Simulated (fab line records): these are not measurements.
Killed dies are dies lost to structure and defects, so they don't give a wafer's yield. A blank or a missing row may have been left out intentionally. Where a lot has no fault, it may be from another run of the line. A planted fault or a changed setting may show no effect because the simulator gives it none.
8D (eight disciplines) problem report, filled in by code	flow sky130	the parts of the form that need people (team, actions taken, sign-off) are left out

1. WHAT WENT WRONG
Wafers with no fault read 6.56 s with a standard deviation of 0.054, whereas strip-time-to-endpoint-s at SKY_METAL3_STRIP_19 reads a mean of 7.32 s on 1 wafer of 1 lot. That puts it +14 standard deviations away from the usual mean.
The step: strips in O2/N2.
The first sign was on wafer L743.4 at day 40 14:07, on plasma-asher-01. Wafers with a number at this step in the record: 32, from 11 lots. By rule, "out" or "out of limits" means more than 4 standard deviations away from the usual mean. All remaining wafers that have a number are taken as sound.

2. WHAT IT IS; WHAT IT IS NOT
question	is	is not
which readings at this step	strip-time-to-endpoint-s, oes-product-au	drypump-motor-current-A
which lots	L743	L736, L737, L738, L739, L741, L750, L754, L757, L758, L759
which wafers of those lots	L743.4	L743.1
read on which tools	plasma-asher-01	plasma-asher-03
when	from day 40 14:07	up to then (16 sound wafers); but 15 sound wafers of L750, L754, L757, L758, L759 came after

3. WHAT RULES OUT EACH SUSPECT
Counting: a tool at a process step up to the reading stays a suspect if it ran every lot that is out. Sound lots after the first of them don't rule it out here, since some wafers of a struck lot are sound.
- litho-track-04 at SKY_METAL3_COAT_08 (resist thk 1140 nm): kept. L743, the lot that is out, went through it at day 40 01:00; up to then, the latest sound lot through it was L741 at day 39 09:00.
- plasma-asher-01 at SKY_METAL3_STRIP_19 (strips in O2/N2): kept. L743, the lot that is out, went through it at day 40 14:07; up to then, the latest sound lot through it was L741 at day 39 21:02. On those wafers its own readings are out: oes-product-au, strip-time-to-endpoint-s.
- At SKY_METAL3_STRIP_19 on plasma-asher-01, chamber 1 took the sound wafers of the same lots and chamber 0 took the wafers that are out.
The count leaves plasma-asher-01 at SKY_METAL3_STRIP_19 and litho-track-04 at SKY_METAL3_COAT_08.

4. THE CAUSE (what the simulator had put in)
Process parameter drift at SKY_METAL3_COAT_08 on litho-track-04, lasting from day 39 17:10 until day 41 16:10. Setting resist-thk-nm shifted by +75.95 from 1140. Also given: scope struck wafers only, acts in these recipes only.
This tool is one of the 2 suspects left after counting.

5. THE EFFECT CHAIN, in route order
Each row: a reading where the mean over the struck wafers with a number is more than 3 standard deviations away from the usual. Only readings whose record carries a usual standard deviation are examined. hours: median over the lots of the time between each lot's start at the first step of this table that gives one and its start at this step. sigmas: the change, counted in usual standard deviations.
hours	step	reading	usual	on struck wafers	change	sigmas
0	SKY_METAL3_STRIP_19	oes-product-au	0.504 a.u.	0.536	+0.032	+6.2
0	SKY_METAL3_STRIP_19	strip-time-to-endpoint-s	6.56 s	7.32	+0.76	+14
Process steps it contains:
- SKY_METAL3_STRIP_19: strips in O2/N2.

6. WHAT WOULD HAVE CAUGHT IT SOONER
The fault began at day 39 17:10; the first out-of-limits reading in this record came at day 40 14:07, 21 hours later.
The start of SKY_METAL3_COAT_08 on litho-track-04 came by day 40 14:07 for every one of the lots that are out (1). A hold on the tool at that time would have spared none of them.
